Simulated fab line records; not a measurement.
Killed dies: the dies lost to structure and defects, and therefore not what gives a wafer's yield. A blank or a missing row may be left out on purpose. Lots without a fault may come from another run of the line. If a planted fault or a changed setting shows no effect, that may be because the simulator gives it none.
Chamber matching / flow gf180mcu / 4 sister chambers for GF_V3_CMP_26 on cmp-01
The step polishes, stops on SiO2, t overpolish 15 s, target thk 0 nm. 14 wafers are shown with their chamber, then 6 later ones without.

## WAFERS WITH THEIR CHAMBER
wafer=L611.1; chamber=1; motorCurrentA (A)=10.5; timeToEndpointS (s)=83.9; overpolishRunS (s)=15.008
wafer=L611.2; chamber=2; motorCurrentA (A)=10.3; timeToEndpointS (s)=84.2; overpolishRunS (s)=15.014
wafer=L611.6; chamber=0; motorCurrentA (A)=9.1; timeToEndpointS (s)=81.5; overpolishRunS (s)=14.994
wafer=L613.2; chamber=2; motorCurrentA (A)=11.5; timeToEndpointS (s)=83.8; overpolishRunS (s)=14.999
wafer=L613.3; chamber=0; motorCurrentA (A)=9.1; timeToEndpointS (s)=82.5; overpolishRunS (s)=15.000
wafer=L613.5; chamber=2; motorCurrentA (A)=11.2; timeToEndpointS (s)=84.3; overpolishRunS (s)=15.000
wafer=L614.2; chamber=2; motorCurrentA (A)=11.0; timeToEndpointS (s)=81.4; overpolishRunS (s)=15.000
wafer=L614.3; chamber=1; motorCurrentA (A)=10.6; timeToEndpointS (s)=84.4; overpolishRunS (s)=14.991
wafer=L614.6; chamber=1; motorCurrentA (A)=10.4; timeToEndpointS (s)=82.9; overpolishRunS (s)=14.979
wafer=L618.3; chamber=0; motorCurrentA (A)=9.2; timeToEndpointS (s)=84.0; overpolishRunS (s)=15.005
wafer=L618.6; chamber=3; motorCurrentA (A)=10.4; timeToEndpointS (s)=84.2; overpolishRunS (s)=15.005
wafer=L626.1; chamber=0; motorCurrentA (A)=9.5; timeToEndpointS (s)=82.6; overpolishRunS (s)=14.992
wafer=L626.2; chamber=3; motorCurrentA (A)=9.8; timeToEndpointS (s)=84.0; overpolishRunS (s)=15.006
wafer=L626.4; chamber=2; motorCurrentA (A)=11.3; timeToEndpointS (s)=82.1; overpolishRunS (s)=14.993

SIGNATURES, as means of the wafers listed above
reading=motorCurrentA; chamber 0=9.225; chamber 1=10.500; chamber 2=11.060; chamber 3=10.100; scatter within a chamber=0.341
reading=timeToEndpointS; chamber 0=82.650; chamber 1=83.733; chamber 2=83.160; chamber 3=84.100; scatter within a chamber=1.07
reading=overpolishRunS; chamber 0=14.99775; chamber 1=14.99267; chamber 2=15.00120; chamber 3=15.00550; scatter within a chamber=0.00877
Rule: for each reading, subtract the chamber's mean from the wafer's reading, divide by that reading's scatter and square the result; add these up over the readings and take the root, which gives the wafer's distance from the chamber. The wafer belongs to the nearest chamber; if the next one is less than 2 further off, it can't be placed. The scatter is the square root of a quotient: the sum, over the shown wafers, of each reading's squared deviation from its chamber's mean, divided by wafers minus chambers.

## WAFERS MISSING THEIR CHAMBER
wafer=L631.1; motorCurrentA (A)=10.4; timeToEndpointS (s)=86.5; overpolishRunS (s)=14.993
wafer=L631.2; motorCurrentA (A)=10.2; timeToEndpointS (s)=86.2; overpolishRunS (s)=15.002
wafer=L631.3; motorCurrentA (A)=10.7; timeToEndpointS (s)=85.0; overpolishRunS (s)=15.009
wafer=L633.2; motorCurrentA (A)=9.7; timeToEndpointS (s)=80.3; overpolishRunS (s)=15.012
wafer=L633.3; motorCurrentA (A)=10.0; timeToEndpointS (s)=83.1; overpolishRunS (s)=14.985
wafer=L633.5; motorCurrentA (A)=8.9; timeToEndpointS (s)=78.0; overpolishRunS (s)=14.994

## WHICH CHAMBER EACH ONE RAN IN
wafer=L631.1; from the rows above=can't be placed: 1 or 3 or 2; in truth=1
wafer=L631.2; from the rows above=can't be placed: 3 or 1 or 2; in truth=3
wafer=L631.3; from the rows above=can't be placed: 3 or 2 or 1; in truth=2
wafer=L633.2; from the rows above=can't be placed: 0 or 3 or 1 or 2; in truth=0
wafer=L633.3; from the rows above=can't be placed: 1 or 3 or 0 or 2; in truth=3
wafer=L633.5; from the rows above=0; in truth=0
Correctly placed: 1 of 6. Cannot be placed on the basis of these rows: 5; the candidates contain the true chamber in 5. Number placed wrongly: 0.
